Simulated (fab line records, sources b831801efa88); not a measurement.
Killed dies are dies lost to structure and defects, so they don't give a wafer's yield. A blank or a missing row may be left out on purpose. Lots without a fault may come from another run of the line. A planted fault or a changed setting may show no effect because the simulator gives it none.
Chamber matching | flow gf180mcu | GF_STI_ETCH_14 on rie_si-02: 4 sister chambers
The step etches Si in HBr/Cl2/O2, target depth 360 nm, time 102.9 s. 4 wafers are shown with their chamber, then 7 later ones without.

WAFERS WITH THEIR CHAMBER
wafer  | chamber | drypump_motor_current_A (A)
L326.3 | 1       | 6.3
L326.6 | 0       | 5.7
L330.2 | 2       | 5.9
L330.3 | 3       | 5.8

WAFERS WITHOUT THEIR CHAMBER
wafer  | drypump_motor_current_A (A)
L330.4 | 6.3
L332.2 | 5.8
L332.3 | 6.0
L332.6 | 6.3
L334.2 | 5.9
L334.3 | 6.3
L334.6 | 5.8

WHICH CHAMBER EACH WENT THROUGH
wafer  | from the rows above | in truth
L330.4 | 1                   | 1
L332.2 | 3                   | 3
L332.3 | 2                   | 2
L332.6 | 1                   | 1
L334.2 | 2                   | 2
L334.3 | 1                   | 1
L334.6 | 3                   | 3
Placed correctly: 7 of 7. Can't be placed from these rows: 0. Placed wrongly: 0.
How it was worked out, from the rows above alone: a wafer's distance from a chamber is the root of the sum, over the readings, of the square of ((its reading less the chamber's mean) divided by the reading's scatter). The wafer belongs to the nearest chamber; if the next one is less than 2 further off, it can't be placed. A chamber's mean is the mean of its shown wafers. The scatter: with one shown wafer a chamber, the root of the mean of the squares of how far each hidden wafer lies from its nearest shown one.
